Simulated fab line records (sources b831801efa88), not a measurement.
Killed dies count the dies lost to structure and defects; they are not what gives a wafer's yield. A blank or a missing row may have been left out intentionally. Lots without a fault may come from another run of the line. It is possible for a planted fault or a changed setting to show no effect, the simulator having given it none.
A single fault, viewed from 2 desks + flow sky130 + numbers are kept per desk, each desk with only its own; the story behind them comes last

## DESK OF THE TOOL OWNER: litho track-03
The tool's own readings at SKY_DNWELL_COAT_02 (resist thk 3000 nm): means of the sampled wafers that have a number, for each lot that ran on this tool. If a lot's mean is further than 4 standard deviations from the usual mean, the lot is out of limits and carries the mark OUT (the distance appears in the brackets).
Columns: A = spin speed rpm at SKY_DNWELL_COAT_02, usual 1999.9 rpm
| lot  | first seen here | A      |
|------|-----------------|--------|
| L322 | day 4 16:08     | 2000.9 |
| L324 | day 5 03:28     | 2001.8 |
| L326 | day 5 16:08     | 1998.5 |
| L337 | day 7 22:08     | 2001.9 |
Result from this desk: across the 4 lots, nothing is out of limits.

## AT THE METROLOGY DESK
Means of the sampled wafers that have a number, per lot and without regard to the tool the lot ran on: this is what the gauges read. If a lot's mean is further than 4 standard deviations from the usual mean, the lot is out of limits and carries the mark OUT (the distance appears in the brackets).
Columns: A = NWELL_TW at SKY_NWELL_TW_MEAS_15, usual 1828; B = VT_ADJUST_HVTP_OVL at SKY_VT_ADJUST_HVTP_OVL_MEAS_08, usual -0.8 nm; C = SONOS_ONO_OVL at SKY_SONOS_ONO_OVL_MEAS_14, usual 0.1 nm
| lot  | first seen here | A    | B    | C    |
|------|-----------------|------|------|------|
| L314 | day 4 19:58     | 1843 | -0.4 | -1.2 |
| L315 | day 5 00:47     | 1849 | 0.2  | -1.2 |
| L316 | day 5 09:34     | 1845 | -4.1 | -0.8 |
| L322 | day 6 16:41     | 1832 | -2.0 | -0.8 |
| L324 | day 7 03:50     | 1816 | -0.9 | -0.8 |
| L326 | day 7 18:40     | 1831 | -0.5 | -0.5 |
| L327 | day 8 03:34     | 1821 | -0.5 | -0.1 |
| L329 | day 8 10:11     | 1833 | 0.6  | 1.0  |
| L330 | day 8 17:11     | 1841 | -1.5 | -0.3 |
| L331 | day 9 00:57     | 1817 | 0.9  | -0.6 |
| L333 | day 9 14:31     | 1821 | -0.2 | 0.3  |
| L334 | day 9 21:08     | 1825 | 1.0  | -0.1 |
| L337 | day 10 06:12    | 1830 | -1.1 | -0.3 |
Result from this desk: across the 13 lots, nothing is out of limits.

## ALL TOGETHER
The tool owner's desk saw nothing out of limits.
From the metrology desk's view, nothing was out of limits.

## WHAT HAD BEEN PUT IN BY THE SIMULATOR
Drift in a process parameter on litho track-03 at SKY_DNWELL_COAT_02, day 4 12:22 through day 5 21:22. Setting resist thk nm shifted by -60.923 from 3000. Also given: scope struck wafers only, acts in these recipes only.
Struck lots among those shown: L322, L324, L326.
